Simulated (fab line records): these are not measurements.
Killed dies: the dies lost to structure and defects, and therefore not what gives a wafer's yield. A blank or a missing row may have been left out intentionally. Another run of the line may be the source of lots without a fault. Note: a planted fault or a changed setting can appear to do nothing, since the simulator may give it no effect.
Matching of chambers -- flow sky130 -- 4 sister chambers for SKY_LI_CONTACT_CMP_24 on cmp-02
The step polishes, stops on PSG, t overpolish 20 s, target thk 0 nm. 33 wafers are shown with their chamber, then 12 later ones without.

== EACH WAFER AND ITS CHAMBER ==
wafer,chamber,motor current A (A),time to endpoint s (s),edge zone pressure frac
L075.3,2,10.5,100,1.005
L075.5,1,11.3,97,1.008
L075.6,0,11.4,101,0.999
L078.1,3,11.8,97,0.994
L078.3,1,11.4,92,1.004
L078.4,2,10.8,96,0.998
L076.1,3,11.2,100,0.995
L076.4,2,10.4,98,1.005
L076.5,2,10.1,99,1.002
L074.1,3,11.7,102,0.996
L074.3,2,10.4,99,0.999
L074.5,3,11.5,97,0.999
L077.1,0,10.8,101,0.996
L077.2,2,10.7,101,1.001
L077.4,3,12.1,102,0.995
L081.4,0,11.2,97,0.998
L081.5,2,10.7,99,1.005
L081.6,3,11.5,95,1.000
L082.3,3,11.5,95,1.006
L082.4,0,11.3,97,1.007
L082.5,1,11.6,94,1.000
L083.3,2,10.7,93,0.997
L083.5,2,10.6,98,1.001
L083.6,3,11.7,93,0.991
L084.1,1,10.7,95,0.998
L084.2,3,11.4,98,1.000
L084.4,2,9.6,102,1.009
L085.1,2,10.2,98,0.996
L085.3,0,11.0,100,1.004
L085.5,2,10.3,98,0.997
L088.2,3,11.8,95,1.007
L088.3,0,11.0,97,1.003
L088.6,2,10.4,97,1.000

SIGNATURES (averages over the wafers above)
reading,chamber 0,chamber 1,chamber 2,chamber 3,scatter within a chamber
motor current A,11.117,11.250,10.415,11.620,0.295
time to endpoint s,98.83,94.50,98.31,97.40,2.5
edge zone pressure frac,1.00117,1.00250,1.00115,0.99830,0.00443
Rule: distance of a wafer from a chamber = root of the sum over the readings of ((wafer's reading minus chamber's mean) / reading's scatter) squared. The wafer belongs to the nearest chamber; if the next one is less than 2 further off, it can't be placed. The scatter is the square root of a quotient: the sum, over the shown wafers, of each reading's squared deviation from its chamber's mean, divided by wafers minus chambers.

== WAFERS MISSING THEIR CHAMBER ==
wafer,motor current A (A),time to endpoint s (s),edge zone pressure frac
L090.1,10.2,95,0.994
L090.2,11.0,90,1.003
L090.6,12.3,94,1.001
L095.4,11.7,100,1.008
L095.5,10.5,96,0.998
L095.6,11.8,97,1.005
L096.1,11.5,99,1.004
L096.3,11.8,101,1.009
L096.4,11.1,93,0.998
L097.2,12.3,101,0.995
L097.3,11.1,90,0.994
L097.6,11.1,97,1.006

== WHICH CHAMBER EACH WENT THROUGH ==
wafer,from the rows above,in truth
L090.1,can't be placed: 2 or 0 or 1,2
L090.2,can't be placed: 1 or 0 or 3 or 2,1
L090.6,can't be placed: 3 or 1 or 0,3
L095.4,can't be placed: 3 or 0 or 1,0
L095.5,can't be placed: 2 or 0 or 1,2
L095.6,can't be placed: 3 or 1 or 0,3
L096.1,can't be placed: 0 or 3 or 1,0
L096.3,can't be placed: 3 or 0 or 1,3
L096.4,can't be placed: 1 or 0 or 3 or 2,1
L097.2,can't be placed: 3 or 0 or 1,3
L097.3,can't be placed: 1 or 3 or 0 or 2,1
L097.6,can't be placed: 0 or 1 or 3 or 2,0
Placed correctly: 0 of 12. Cannot be placed on the basis of these rows: 12; the candidates contain the true chamber in 12. 0 placed wrongly.
